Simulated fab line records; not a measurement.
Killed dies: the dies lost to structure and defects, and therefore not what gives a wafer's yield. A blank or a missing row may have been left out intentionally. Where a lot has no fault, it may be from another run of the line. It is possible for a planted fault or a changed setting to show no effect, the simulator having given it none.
Code-filled problem report in 8D (eight disciplines) form ; flow sky130 ; the parts of the form that need people (team, actions taken, sign-off) are left out

== 1. PROBLEM STATEMENT ==
Mean of cathode-dc-power-W at SKY_METAL1_SPUTTER_01: 8099.9 W across 6 wafers in 2 lots; on wafers with no fault it is 6500.0 W (standard deviation 1.2). So: +99 or more standard deviations from the usual mean.
The step: material TiN, target thk 20 nm, time 16.7 s.
Seen first at day 35 12:43 on pvd-sputter-01, wafer L125.1. Wafers with a number at this step in the record: 18, from 6 lots. The rule behind "out" and "out of limits": a value lying over 4 standard deviations away from the usual mean. Any other wafer with a number is counted as sound.

== 2. WHAT IT IS; WHAT IT IS NOT ==
question;is;is not
which readings at this step;cathode-dc-power-W;throttle-valve-pct
which lots;L124, L125;L118, L120, L134, L135
which wafers of those lots;all that have a number;-
read on which tools;pvd-sputter-01;pvd-sputter-02, pvd-sputter-03
when;from day 35 12:43;"up to then (6 sound wafers); but 6 sound wafers of L134, L135 came after"

== 3. THE SUSPECTS, EACH WITH WHAT RULES IT OUT ==
Counting: any tool at a process step up to the reading is kept as a suspect provided that every lot that is out went through it and no sound lot did after the first of them.
- rie-diel-04 at SKY_CONTACT_ETCH_17 (etches SiO2 in C4F8/O2/Ar, stops on Si3N4, target depth 340 nm): ruled out as a lasting fault. Sound lots L134 ran on it after its first lot that is out, L125 (day 35 11:19).
- cvd-w-01 at SKY_CONTACT_CVD_24 (deposits W, target thk 340 nm, time 102.12 s): ruled out as a lasting fault. Sound lots L134 ran on it after its first lot that is out, L125 (day 35 12:06).
- pvd-sputter-01 at SKY_METAL1_SPUTTER_01 (material TiN, target thk 20 nm, time 16.7 s): kept. It ran every lot that is out, first L125 (day 35 12:43), and no sound lot after that; its last sound lot up to then is L120 (day 34 09:58). Its own cathode-dc-power-W readings are out on those wafers.
The count leaves pvd-sputter-01 at SKY_METAL1_SPUTTER_01.

== 4. THE CAUSE (what the simulator had put in) ==
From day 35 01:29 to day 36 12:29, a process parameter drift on pvd-sputter-01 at SKY_METAL1_SPUTTER_01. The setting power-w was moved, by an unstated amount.
This tool alone remained once counting was done.

== 5. THE CHAIN OF EFFECTS, in route order ==
Each row: a reading where the mean over the struck wafers with a number is more than 3 standard deviations away from the usual. Scope: only readings with a usual standard deviation given in the record; hours: median across lots of the time from each lot's start at the first step in this table that gives one to its start at this step; sigmas: change in usual standard deviations.
hours;step;reading;usual;on struck wafers;change;sigmas
0;SKY_METAL1_SPUTTER_01;cathode-dc-power-W;6500.0 W;8099.9;+1599.9;+99 or more
Process steps it contains:
- SKY_METAL1_SPUTTER_01: material TiN, target thk 20 nm, time 16.7 s.

== 6. WHAT WOULD HAVE CAUGHT IT SOONER ==
In this record no reading fell out of limits until day 35 12:43, 11 hours after the fault had begun at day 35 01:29.
